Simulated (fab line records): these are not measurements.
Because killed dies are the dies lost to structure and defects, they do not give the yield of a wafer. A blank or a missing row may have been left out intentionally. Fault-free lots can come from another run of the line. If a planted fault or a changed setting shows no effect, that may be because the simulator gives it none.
Struck lot and sound lot, side by side || flow sfq_line || 44 out of 325 route steps
Sound: these wafers, L138.3, L138.4, L138.5. Struck: wafers L148.1, L148.2, L148.6. The cause is given at the end.
Each step with rows lists, per side, the tool, then ch with its chambers, then its first start. Under that, the readings that differ: sound wafers || struck wafers || difference of the means || sigmas: that difference in standard deviations of wafers without a fault.
alike: readings whose means differ by less than 2 such deviations, and words and numbers that are the same on both sides. not compared: withheld readings, readings that some wafer has no value for, bounds like >300 that may hide the same value, and numbers for which the record gives no deviation and whose values overlap.
The two part at a step that has a row with sigmas, a row that says differs or no value, or rows on one side only. Non-overlapping numbers with no deviation appear without sigmas and do not part them. A reading missing from all wafers of one side parts the sides only when that side holds two or more wafers.

first, 6 steps without rows for these wafers: SFQ_TRILAYER_I4_VIA_LITHO_COAT_108 (resist thk 62 nm); SFQ_TRILAYER_I4_VIA_LITHO_COAT_103 (resist thk 650 nm); SFQ_TRILAYER_I4_VIA_LITHO_SOFTBAKE_107; SFQ_TRILAYER_I4_VIA_LITHO_EXPOSE_104 (exposes mask I4, target cd 700 nm); SFQ_TRILAYER_I4_VIA_LITHO_PEB_106 (peb time 60 s); SFQ_TRILAYER_I4_VIA_LITHO_DEVELOP_105 (time 60 s).
SFQ_I4_OVL_MEAS_928:
  sound: overlay-01 at day 50 08:33; struck: overlay-01 at day 53 20:23
{"reading": "I4_OVL (nm)", "sound": "6 9 6", "struck": "-9 1 -3", "difference": -11, "sigmas": -2}
SFQ_TRILAYER_I4_VIA_BARC_OPEN_VIA_ETCH_146: etches BARC in O2, target depth 125 nm, time 41.7 s.
  sound on rie_diel-04 ch 1,2,3, day 50 08:35; struck on rie_diel-01 ch 0,1, day 53 20:26
  alike: drypump_motor_current_A, oes_product_au
  not compared: rf_hours_counter_h
then, 4 steps without rows for these wafers: SFQ_TRILAYER_I4_VIA_ETCH_VIA_ETCH_106 (etches SiO2 in CHF3, stops on Nb, target depth 260 nm); SFQ_TRILAYER_I4_VIA_STRIP_STRIP_107 (strips in O2); SFQ_TRILAYER_I4_VIA_STRIP_SOLV_CLEAN_108 (cleans in NMP, time 600 s); SFQ_TRILAYER_JJ_TRILAYER_DEP_PRE_CLEAN_113 (time 22.5 s).
SFQ_TRILAYER_JJ_TRILAYER_DEP_SPUTTER_109: material Nb, target thk 150 nm, time 100 s.
  sound: pvd_sputter-05 at day 50 09:32; struck: pvd_sputter-06 at day 53 21:23
  no value came back on the struck wafers for base_pressure_pa (Pa), cathode_dc_power_W (W), throttle_valve_pct (%); on the sound wafers base_pressure_pa (Pa) reads 1.37e-06 1.25e-06 1.32e-06
SFQ_TRILAYER_JJ_TRILAYER_DEP_SPUTTER_110: material Al, target thk 8 nm, time 10 s.
  sound: pvd_sputter-05 at day 50 09:37; struck: pvd_sputter-06 at day 53 21:28
  alike: base_pressure_pa, cathode_dc_power_W, throttle_valve_pct
then, 2 steps without rows for these wafers: SFQ_TRILAYER_JJ_TRILAYER_DEP_AL_OXIDATION_111 (oxidation time 600 s); SFQ_TRILAYER_JJ_TRILAYER_DEP_SPUTTER_112 (material Nb, target thk 170 nm, time 113.3 s).
SFQ_JJ_RS_MEAS_929: a four-point-probe measurement.
  sound: film_metro-04 at day 50 10:45; struck: film_metro-04 at day 53 22:34
  alike: JJ_NB_RS
then, 6 steps without rows for these wafers: SFQ_TRILAYER_JJ_CE_LITHO_COAT_119 (resist thk 62 nm); SFQ_TRILAYER_JJ_CE_LITHO_COAT_114 (resist thk 600 nm); SFQ_TRILAYER_JJ_CE_LITHO_SOFTBAKE_118; SFQ_TRILAYER_JJ_CE_LITHO_EXPOSE_115 (exposes mask J5, target cd 700 nm); SFQ_TRILAYER_JJ_CE_LITHO_PEB_117 (peb time 60 s); SFQ_TRILAYER_JJ_CE_LITHO_DEVELOP_116 (time 60 s).
SFQ_JJ_OVL_MEAS_931:
  sound: overlay-01 at day 50 19:02; struck: overlay-02 at day 54 00:59
  alike: J5_OVL
then, 2 steps without rows for these wafers: SFQ_TRILAYER_JJ_CE_METRO_MEASURE_117; SFQ_TRILAYER_JJ_CE_BARC_OPEN_RIE_150 (chemistry O2, target BARC, target depth 240 nm, time 80 s).
SFQ_TRILAYER_JJ_CE_ETCH_RIE_118: chemistry SF6, target Nb, stops on Al2O3, time 97.7 s, target depth 170 nm.
  sound on rie_metal-02 ch 0,1, day 50 20:23; struck on rie_metal-04 ch 0,1, day 54 02:19
  alike: drypump_motor_current_A, oes_product_au
  not compared: rf_hours_counter_h
then, 1 step without rows for these wafers: SFQ_TRILAYER_JJ_ANODIZE_ANODIZE_119.
SFQ_TRILAYER_JJ_CE_STRIP_STRIP_120: strips in O2.
  sound on rie_metal-04 ch 0,1, day 50 21:09; struck on rie_metal-03 ch 0,1, day 54 02:55
  alike: drypump_motor_current_A, oes_product_au
  not compared: rf_hours_counter_h
then, 7 steps without rows for these wafers: SFQ_TRILAYER_JJ_CE_STRIP_SOLV_CLEAN_121 (cleans in NMP, time 600 s); SFQ_TRILAYER_M5_LITHO_COAT_128 (resist thk 62 nm); SFQ_TRILAYER_M5_LITHO_COAT_123 (resist thk 600 nm); SFQ_TRILAYER_M5_LITHO_SOFTBAKE_127; SFQ_TRILAYER_M5_LITHO_EXPOSE_124 (exposes mask M5, target cd 700 nm); SFQ_TRILAYER_M5_LITHO_PEB_126 (peb time 60 s); SFQ_TRILAYER_M5_LITHO_DEVELOP_125 (time 60 s).
-- the record jumps here: 5 days lie between the struck wafers' starts before and after --
SFQ_M5_OVL_MEAS_932:
  sound: overlay-01 at day 51 03:33; struck: overlay-01 at day 59 06:22
  alike: M5_OVL
then, 1 step without rows for these wafers: SFQ_TRILAYER_M5_BARC_OPEN_METAL_ETCH_161 (etches BARC in O2, target depth 125 nm, time 41.7 s).
SFQ_TRILAYER_M5_ETCH_METAL_ETCH_126: etches Nb in Cl2/BCl3, stops on SiO2, time 203.2 s, target depth 265 nm.
  sound on rie_metal-03 ch 0,1, day 51 03:42; struck on rie_metal-04 ch 0,1, day 59 06:28
{"reading": "oes_product_au (a.u.)", "sound": "0.733 0.730 0.725", "struck": "0.380 0.370 0.365", "difference": -0.358, "sigmas": -64}
{"reading": "model.etch.depth_nm (nm)", "sound": "149.8 151.5 150", "struck": "0 0 0", "difference": -150, "sigmas": ""}
{"reading": "model.M5.feature_depth_nm (nm)", "sound": "162.2 163.9 162.4", "struck": "12.2 12.07 12.24", "difference": -150.7, "sigmas": ""}
  alike: drypump_motor_current_A
  not compared: rf_hours_counter_h
SFQ_TRILAYER_M5_STRIP_STRIP_127: strips in O2.
  sound on rie_metal-03 ch 0,1, day 51 04:02; struck on rie_metal-04 ch 0,1, day 59 06:40
  alike: drypump_motor_current_A, oes_product_au
  not compared: rf_hours_counter_h
then, 1 step without rows for these wafers: SFQ_TRILAYER_M5_STRIP_SOLV_CLEAN_128 (cleans in NMP, time 600 s).
-- the record jumps here: 5 days lie between the struck wafers' starts before and after --
SFQ_TRILAYER_R5_LITHO_EXPOSE_137: exposes mask R5, target cd 500 nm.
  struck on krf_scanner-01, day 64 03:03; sound on krf_scanner-01 ch 0, day 57 04:23
  no value came back on the struck wafers for exposure_dose_mJ_cm2, focus_offset_nm (nm), na, sigma_outer; on the sound wafers exposure_dose_mJ_cm2 reads 14.416 14.424 14.429
  alike: mask
-- the record jumps here: 4 days lie between the struck wafers' starts before and after --
SFQ_TRILAYER_I5_ETCH_VIA_ETCH_147: etches the open film in CHF3, stops on Nb, target depth 360 nm.
  sound on rie_diel-02 ch 0,2, day 62 00:41; struck on rie_diel-01 ch 0,1,3, day 68 11:47
{"reading": "oes_product_au (a.u.)", "sound": "0.975 0.978 0.983", "struck": "0.369 0.374 0.376", "difference": -0.606, "sigmas": -84}
  alike: drypump_motor_current_A
  not compared: model.I5.cd_nm
-- the record jumps here: 15 days lie between the struck wafers' starts before and after --
SFQ_M8_BOW_MEAS_951:
  sound: film_metro-01 at day 79 18:11; struck: film_metro-03 at day 83 16:55
{"reading": "model.etest.m5.ohm_sq", "sound": "1.19 1.177 1.189", "struck": "1e+06 1e+06 1e+06", "difference": "+1e+06", "sigmas": ""}
{"reading": "model.etest.m5.ohm_um", "sound": "1.698 1.675 1.693", "struck": "1e+06 1e+06 1e+06", "difference": "+1e+06", "sigmas": ""}
{"reading": "model.etest.i4.link_ohm", "sound": "2.166 2.148 2.168", "struck": "1e+06 1e+06 1e+06", "difference": "+1e+06", "sigmas": ""}
{"reading": "model.etest.i5.link_ohm", "sound": "2.246 2.252 2.275", "struck": "1e+06 1e+06 1e+06", "difference": "+1e+06", "sigmas": ""}
{"reading": "model.etest.r5.comb_log10_ohm", "sound": "12 12 12", "struck": "0 0 0", "difference": -12, "sigmas": ""}
{"reading": "model.etest.jj.g_times", "sound": "1.002 1.005 1.003", "struck": "0 0 0", "difference": -1, "sigmas": ""}
  alike: M8_BOW

== WHERE THEY PART ==
Last at SFQ_TRILAYER_I5_ETCH_VIA_ETCH_147 as far as this record goes, first at SFQ_I4_OVL_MEAS_928. Later steps at which nothing parts them and some readings are alike: SFQ_M8_BOW_MEAS_951.

WHY: what had been put in by the simulator
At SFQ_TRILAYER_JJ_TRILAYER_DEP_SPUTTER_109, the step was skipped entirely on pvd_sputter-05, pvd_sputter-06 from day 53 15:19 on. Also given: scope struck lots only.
